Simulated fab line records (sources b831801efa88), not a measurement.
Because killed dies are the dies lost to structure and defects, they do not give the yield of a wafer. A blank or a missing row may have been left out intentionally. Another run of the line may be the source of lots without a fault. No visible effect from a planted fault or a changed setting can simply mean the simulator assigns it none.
Struck lot and sound lot, side by side || flow gf180mcu || 44 steps out of a route of 602
Sound: the wafers L876.1, L876.2, L876.3. Struck: wafer L887.5. (L887.3, L887.6 of the same lot were not struck and are left out.) The cause comes at the end.
For every step that has rows: the tool of each side, followed by ch and its chambers, followed by its first start. Under that, the readings that differ: sound wafers || struck wafers || difference of the means || sigmas: that difference in standard deviations of wafers without a fault.
alike: readings with means less than 2 such deviations apart, plus words and numbers identical on both sides. not compared: withheld readings, readings lacking a value on some wafer, bounds such as >300 that could conceal the same value, and numbers that have no deviation in the record and whose values overlap.
The two part at a step that has a row with sigmas, a row that says differs or no value, or rows on one side only. Numbers that don't overlap but have no deviation are shown without sigmas and don't part them. A reading that every wafer of one side lacks parts them only if that side has two wafers or more.

first, 3 steps without rows for these wafers: GF_V2_STRIP_19 (strips in post etch residue remover, time 1200 s); GF_V2_CLEAN_20 (cleans in DIW); GF_V2_SPUTTER_21 (material Ti, target thk 15 nm, time 80.02 s).
GF_V2_SPUTTER_22: material TiN, target thk 10 nm, time 40 s.
  struck on pvd sputter-02, day 25 09:51; sound on pvd sputter-01, day 21 23:37
  alike: throttle valve pct
GF_V2_CVD_23: deposits W, target thk 350 nm, time 104.94 s.
  sound on cvd w-02 ch 0,1, day 21 23:39; struck on cvd w-02 ch 0, day 25 09:55
  alike: heater power w
GF_V2_RS_MEAS_24: the measuring method here is four-point-probe.
  struck on film metro-03, day 25 10:02; sound on film metro-03, day 21 23:46
  alike: V2_W_RS
GF_V2_THK_MEAS_25: measures by xrf.
  struck on film metro-03, day 25 10:08; sound on film metro-03, day 21 23:53
  alike: V2_W_THK
then, 3 steps without rows for these wafers: GF_V2_CMP_26 (polishes, stops on SiO2, t overpolish 15 s, target thk 0 nm); GF_M3_SPUTTER_00 (material Ti, target thk 37.5 nm, time 150 s); GF_M3_SPUTTER_01 (material TiN, target thk 30 nm, time 25 s).
GF_M3_SPUTTER_02: material AlCu, target thk 450 nm, time 23.9 s.
  struck on pvd sputter-04, day 25 10:37; sound on pvd sputter-02, day 22 00:22
  alike: throttle valve pct
then, 1 step without rows for these wafers: GF_M3_SPUTTER_03 (material Ti, target thk 10 nm, time 6.7 s).
GF_M3_SPUTTER_04: material TiN, target thk 50 nm, time 41.7 s.
  struck on pvd sputter-04, day 25 10:40; sound on pvd sputter-02, day 22 00:25
{"reading": "model.TiN_of_M3_SPUTTER_04.thk nm (nm)", "sound": "49.65 49.77 49.18", "struck": 51.6, "difference": "+2.1", "sigmas": ""}
  alike: throttle valve pct
GF_M3_RS_MEAS_05: the measuring method here is four-point-probe.
  struck on film metro-02, day 25 10:44; sound on film metro-03, day 22 00:28
  alike: M3_ALCU_RS
GF_M3_THK_MEAS_06: measures by xrf.
  struck on film metro-02, day 25 10:50; sound on film metro-03, day 22 00:35
  alike: M3_ALCU_THK
then, 7 steps without rows for these wafers: GF_M3_DEHYDRATE_07 (time 60 s); GF_M3_HMDS_08 (prime time 60 s); GF_M3_COAT_09 (resist thk 1000 nm); GF_M3_SOFTBAKE_10 (time 60 s); GF_M3_EXPOSE_11 (exposes mask Metal3, target cd 280 nm); GF_M3_PEB_12 (peb time 90 s); GF_M3_DEVELOP_13 (develop time 60 s).
GF_M3_CD_MEAS_14 targets a cd of 280 nm.
  struck on cd sem-02, day 26 07:30; sound on cd sem-02, day 22 23:25
  alike: cd nm
GF_M3_OVL_MEAS_15:
  struck on overlay-01, day 26 07:35; sound on overlay-02, day 22 23:32
  alike: M3_OVL
GF_M3_METAL_ETCH_16: etches the open film in Cl2/BCl3, stops on SiO2, target depth 750.8 nm, time 125.1 s.
  sound on rie metal-04 ch 0,1, day 22 23:34; struck on rie metal-03 ch 0, day 26 07:40
  alike: drypump motor current A, oes product au, throttle valve pct
  not compared: rf hours counter h
then, 4 steps without rows for these wafers: GF_M3_STRIP_17 (strips in O2/N2); GF_M3_STRIP_18 (strips in post etch residue remover, time 1200 s); GF_M3_CLEAN_19 (cleans in DIW); GF_V3_CVD_00 (deposits SiO2, target thk 600 nm, time 100 s).
GF_V3_THK_MEAS_01:
  struck on film metro-02, day 26 08:22; sound on film metro-02, day 23 00:39
{"reading": "V3_CVD_00_THK (nm)", "sound": "587 586 568", "struck": 603, "difference": "+23", "sigmas": "+3"}
GF_V3_CVD_02: deposits SiO2 from TEOS, target thk 850 nm, time 94.851 s.
  sound on pecvd-02 ch 0,1,2, day 23 00:43; struck on pecvd-03 ch 0, day 26 08:25
  alike: heater power w
GF_V3_THK_MEAS_03:
  struck on film metro-03, day 26 08:30; sound on film metro-01, day 23 00:47
  alike: V3_CVD_02_THK
then, 1 step without rows for these wafers: GF_V3_CMP_04 (polishes SiO2).
GF_V3_BOW_MEAS_05:
  struck on film metro-02, day 26 08:53; sound on film metro-02, day 23 01:08
  alike: V3_BOW
then, 8 steps without rows for these wafers: GF_V3_DEHYDRATE_06 (time 60 s); GF_V3_HMDS_07 (prime time 60 s); GF_V3_COAT_08; GF_V3_COAT_09 (resist thk 1000 nm); GF_V3_SOFTBAKE_10 (time 60 s); GF_V3_EXPOSE_11 (exposes mask Via3, target cd 260 nm); GF_V3_PEB_12 (peb time 90 s); GF_V3_DEVELOP_13 (develop time 60 s).
GF_V3_STRIP_19: strips in post etch residue remover, time 1200 s.
  sound on wet bench-01 ch 3, day 24 00:03; struck on wet bench-03 ch 3, day 27 05:31
{"reading": "model.TiN_of_M3_SPUTTER_04.thk nm (nm)", "sound": "48.81 48.93 48.33", "struck": 50.76, "difference": "+2.07", "sigmas": ""}
-- the record jumps here: 6 days lie between the struck wafers' starts before and after (it left off in module V3 and takes up again in module PASSIVATION, whose first step shown is number 602 of the route) --
GF_PASSIVATION_PROBE_99:
  only the struck wafers here have rows in the record (prober-01, day 33 02:12); the sound ones have none

== WHERE THEY PART ==
Last at GF_PASSIVATION_PROBE_99 as far as this record goes, first at GF_V3_THK_MEAS_01.

WHY: what had been put in by the simulator
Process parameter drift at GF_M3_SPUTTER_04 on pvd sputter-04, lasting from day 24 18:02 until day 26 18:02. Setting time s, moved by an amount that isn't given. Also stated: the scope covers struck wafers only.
